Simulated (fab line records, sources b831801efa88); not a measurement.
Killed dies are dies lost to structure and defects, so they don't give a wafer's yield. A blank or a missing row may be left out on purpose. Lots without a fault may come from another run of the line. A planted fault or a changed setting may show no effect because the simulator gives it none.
Which tool did it? | flow gf180mcu | 12 lots, 36 wafers sampled, at 4 steps of a route of 602

WHAT THE GAUGES READ, wafer by wafer
GF_HV_LDD_THK_MEAS_57.
lot  | measured     | on            | HV_LDD_CVD_56_THK (nm)
L464 | day 12 14:25 | film_metro-04 | 90.7 89.6 90.1
L466 | day 13 01:02 | film_metro-04 | 91.4 90.6 90.8
L468 | day 13 18:28 | film_metro-03 | 89.6 90.3 90.7
L469 | day 14 03:26 | film_metro-03 | 91.4 90.8 90.7
L470 | day 14 12:12 | film_metro-03 | 90.3 89.7 89.9
L471 | day 14 18:51 | film_metro-04 | 92.1 92.4 92.9
L472 | day 15 07:04 | film_metro-03 | 90.9 90.5 90.3
L473 | day 15 12:32 | film_metro-01 | 91.0 90.4 89.6
L479 | day 17 12:16 | film_metro-03 | 87.6 88.1 88.8
L480 | day 18 01:43 | film_metro-01 | 89.4 89.3 90.5
L482 | day 18 18:14 | film_metro-04 | 90.1 90.3 90.7
L487 | day 20 11:04 | film_metro-04 | 90.6 91.6 91.1

GF_SALICIDE_RS_MEAS_04: measures by four-point-probe.
lot  | measured     | on            | SALICIDE_TIN_RS (ohm/sq)
L464 | day 15 06:17 | film_metro-02 | 15.82 16.32 16.16
L466 | day 15 17:20 | film_metro-03 | 15.80 16.12 16.55
L468 | day 16 12:32 | film_metro-02 | 16.54 16.55 15.96
L469 | day 16 23:12 | film_metro-03 | 16.39 16.69 16.48
L470 | day 17 07:22 | film_metro-04 | 15.93 16.69 16.46
L471 | day 17 14:11 | film_metro-02 | 16.23 16.61 16.67
L472 | day 18 04:05 | film_metro-03 | 16.43 16.07 16.56
L473 | day 18 09:39 | film_metro-02 | 15.68 16.02 15.91
L479 | day 20 15:25 | film_metro-02 | 16.50 16.43 16.17
L480 | day 21 03:02 | film_metro-04 | 16.21 16.57 16.63
L482 | day 21 20:41 | film_metro-03 | 16.36 14.38 16.45
L487 | day 23 12:17 | film_metro-04 | 16.40 16.06 16.13

GF_SALICIDE_THK_MEAS_05: measures by xrf.
lot  | measured     | on            | SALICIDE_TIN_THK (nm)
L464 | day 15 06:24 | film_metro-02 | 19.31 19.25 19.43
L466 | day 15 17:28 | film_metro-03 | 20.29 20.31 20.14
L468 | day 16 12:39 | film_metro-02 | 20.22 20.27 20.24
L469 | day 16 23:19 | film_metro-03 | 20.31 19.74 20.12
L470 | day 17 07:29 | film_metro-04 | 20.49 19.49 19.80
L471 | day 17 14:19 | film_metro-02 | 19.60 19.55 19.47
L472 | day 18 04:12 | film_metro-03 | 20.02 20.04 19.72
L473 | day 18 09:46 | film_metro-02 | 20.16 20.06 20.06
L479 | day 20 15:32 | film_metro-02 | 19.67 20.00 19.76
L480 | day 21 03:10 | film_metro-04 | 19.80 19.81 19.75
L482 | day 21 20:47 | film_metro-03 | 20.23 26.43 20.27
L487 | day 23 12:23 | film_metro-04 | 20.21 20.10 19.97

WHICH TOOL RAN EACH LOT (tool, then ch and the chambers of the sampled wafers, then the start)
lot  | GF_SALICIDE_SPUTTER_03
L464 | pvd_sputter-04, day 15 06:16
L466 | pvd_sputter-04, day 15 17:19
L468 | pvd_sputter-02, day 16 12:30
L469 | pvd_sputter-01, day 16 23:09
L470 | pvd_sputter-01, day 17 07:20
L471 | pvd_sputter-04, day 17 14:10
L472 | pvd_sputter-04, day 18 04:03
L473 | pvd_sputter-04, day 18 09:37
L479 | pvd_sputter-02, day 20 15:24
L480 | pvd_sputter-04, day 21 03:01
L482 | pvd_sputter-04, day 21 20:38
L487 | pvd_sputter-01, day 23 12:14
- GF_SALICIDE_SPUTTER_03: material TiN, target thk 20 nm, time 16.7 s.

WHAT THE TOOLS THEMSELVES READ (means of the sampled wafers that have a number; where no wafer has one, the mark that the record gives instead)
GF_SALICIDE_SPUTTER_03.
lot  | tool           | cathode_dc_power_W (W) | throttle_valve_pct (%)
L464 | pvd_sputter-04 | 6498.9                 | 31.2
L466 | pvd_sputter-04 | 6500.4                 | 30.9
L468 | pvd_sputter-02 | 6499.4                 | 29.9
L469 | pvd_sputter-01 | 6500.6                 | 29.5
L470 | pvd_sputter-01 | 6500.3                 | 29.5
L471 | pvd_sputter-04 | 6499.8                 | 31.5
L472 | pvd_sputter-04 | 6501.5                 | 29.2
L473 | pvd_sputter-04 | 6499.2                 | 29.1
L479 | pvd_sputter-02 | 6500.2                 | 30.3
L480 | pvd_sputter-04 | 6499.4                 | 31.3
L482 | pvd_sputter-04 | 7187.4                 | 29.9
L487 | pvd_sputter-01 | 6500.6                 | 30.1

THE ANSWER, worked out from the rows above alone
Rule: what is usual is taken from the lots themselves. Put in order of their means at a reading, lots are off if they are a third of the lots or fewer, leave a main group of 4 or more, and stand apart from it by a gap of 3 or more times the standard deviation of the main group's means; of several such gaps the widest counts. A main group whose means are all the same, to the digits that the tables above print for the reading, isn't used. A lot without any number at a reading at which 4 lots or more have one is off too. The other lots that the step has rows for count as sound. The gauges are gone through in route order, then the tools' own readings, and for those a lot's mean is taken as printed above. The first step at which some lot is off is used, and at that step the reading that is off furthest; a lot without a number counts as furthest.
Off: L482, at GF_SALICIDE_THK_MEAS_05 (SALICIDE_TIN_THK). The main group: mean 19.91 nm, standard deviation 0.27.
A tool fits if, at a process step before that reading, it ran every lot that is off, and no sound lot after the first of them. The gauges at GF_SALICIDE_THK_MEAS_05 aren't tried: what is off there is off at GF_SALICIDE_SPUTTER_03 too, on other tools, and a gauge's error can't cause that. One fits: pvd_sputter-04 at GF_SALICIDE_SPUTTER_03. Its last sound lot is L480 (day 21 03:01), its first lot that is off L482 (day 21 20:38): a fault that began between those two fits.
The tool's own readings at GF_SALICIDE_SPUTTER_03 bear it out: on the lots that are off they differ by more than 5 times the standard deviation of the sound lots' means. cathode_dc_power_W reads 7187.4 W there against 6500.0 W on the sound lots.

WHAT THE SIMULATOR HAD PUT IN
Process parameter drift: pvd_sputter-04, from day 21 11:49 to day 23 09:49, at GF_SALICIDE_SPUTTER_03. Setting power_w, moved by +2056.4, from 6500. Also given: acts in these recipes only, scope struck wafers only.
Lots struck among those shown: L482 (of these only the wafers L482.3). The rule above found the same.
